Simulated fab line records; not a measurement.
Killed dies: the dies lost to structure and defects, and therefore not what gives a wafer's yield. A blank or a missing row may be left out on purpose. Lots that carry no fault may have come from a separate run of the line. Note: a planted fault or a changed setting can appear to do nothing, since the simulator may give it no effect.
A lot that was struck, set against a sound lot	flow sky130	15 out of 708 route steps
Sound: the wafers L277.1, L277.3, L277.4. Struck: wafers L293.3, L293.5 (left out: L293.6, a lot-mate that was not struck); the cause follows at the end.
At each step with rows: each side's tool, then ch and its chambers, then its first start. Under that, the readings that differ: sound wafers	struck wafers	difference of the means	sigmas: that difference in standard deviations of wafers without a fault.
alike: readings whose means differ by less than 2 such deviations, and words and numbers that are the same on both sides. not compared: withheld readings, readings that some wafer has no value for, bounds like >300 that may hide the same value, and numbers for which the record gives no deviation and whose values overlap.
The two part at a step that has a row with sigmas, a row that says differs or no value, or rows on one side only. Non-overlapping numbers with no deviation appear without sigmas and do not part them. A reading that every wafer of one side lacks parts them only if that side has two wafers or more.

SKY_FIELD_ISO_ETCH_15: etches the open film in CHF3/O2, stops on Si, target depth 180 nm, time 72 s.
  sound on rie_diel-02 ch 0,1,3, day 2 04:59; struck on rie_diel-02 ch 1,3, day 5 15:11
  alike: chf3_flow_sccm, drypump_motor_current_A, oes_product_au, throttle_valve_pct
  not compared: rf_hours_counter_h
SKY_FIELD_ISO_STRIP_16: strips in O2/N2.
  sound on plasma_asher-01 ch 0,1, day 2 05:02; struck on plasma_asher-04 ch 0,1, day 5 15:17
  alike: drypump_motor_current_A, oes_product_au, strip_time_to_endpoint_s
  not compared: rf_hours_counter_h
SKY_FIELD_ISO_ETCH_17: etches Si in HBr/Cl2/O2, target depth 342 nm, time 97.7 s.
  sound on rie_si-02 ch 0,1,2, day 2 05:08; struck on rie_si-01 ch 0,3, day 5 15:21
  alike: HBr_flow_sccm, drypump_motor_current_A, oes_product_au, throttle_valve_pct
  not compared: rf_hours_counter_h
then, 5 steps without rows for these wafers: SKY_FIELD_ISO_WET_ETCH_18 (etches Si3N4 in H3PO4, target depth 25 nm, time 286 s); SKY_FIELD_ISO_CLEAN_19 (cleans in SC1/SC2, time 150 s); SKY_FIELD_ISO_CLEAN_20 (cleans in dHF, time 20 s); SKY_FIELD_ISO_WET_ETCH_21 (etches SiO2 in dHF, target depth 20 nm, time 400 s); SKY_FIELD_ISO_OXIDATION_22 (stabilise 600 s, purge 300 s, target thk 10 nm).
SKY_FIELD_ISO_THK_MEAS_23:
  sound on film_metro-03, day 2 07:21; struck on film_metro-03, day 5 17:22
  alike: FIELD_ISO_OXIDATION_01_THK
then, 1 step without rows for these wafers: SKY_FIELD_ISO_CVD_24 (deposits SiO2, target thk 595 nm, time 99.2 s).
SKY_FIELD_ISO_THK_MEAS_25:
  sound on film_metro-03, day 2 07:29; struck on film_metro-02, day 5 17:30
  alike: FIELD_ISO_CVD_24_THK
then, 1 step without rows for these wafers: SKY_FIELD_ISO_ANNEAL_26 (time 1800 s).
SKY_FIELD_ISO_CMP_27: polishes, stops on Si3N4, t overpolish 16 s, target thk 457.8 nm.
  sound on cmp-01 ch 0,1,2, day 2 10:04; struck on cmp-01 ch 2, day 5 19:02
reading	sound	struck	difference	sigmas
time_to_endpoint_s (s)	110 111 113	221 219	+109	+28
  alike: motor_current_A, overpolish_run_s
then, 1 step without rows for these wafers: SKY_FIELD_ISO_WET_ETCH_28 (etches SiO2 in dHF, target depth 23.7 nm, time 47 s).
-- record jumps: 44 days separate the struck wafers' starts on either side; left off in module FIELD_ISO, taken up again in module PAD_OPEN, whose first shown step is the route's number 708 --
SKY_PAD_OPEN_PROBE_99:
  record: rows for the struck wafers here (prober-02, day 49 13:28), none for the sound ones

== WHERE THEY PART ==
Earliest at SKY_FIELD_ISO_CMP_27; latest, in this record, at SKY_PAD_OPEN_PROBE_99.

WHY: the cause the simulator had injected
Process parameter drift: cmp-01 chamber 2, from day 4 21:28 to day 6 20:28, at SKY_FIELD_ISO_CMP_27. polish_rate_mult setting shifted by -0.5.
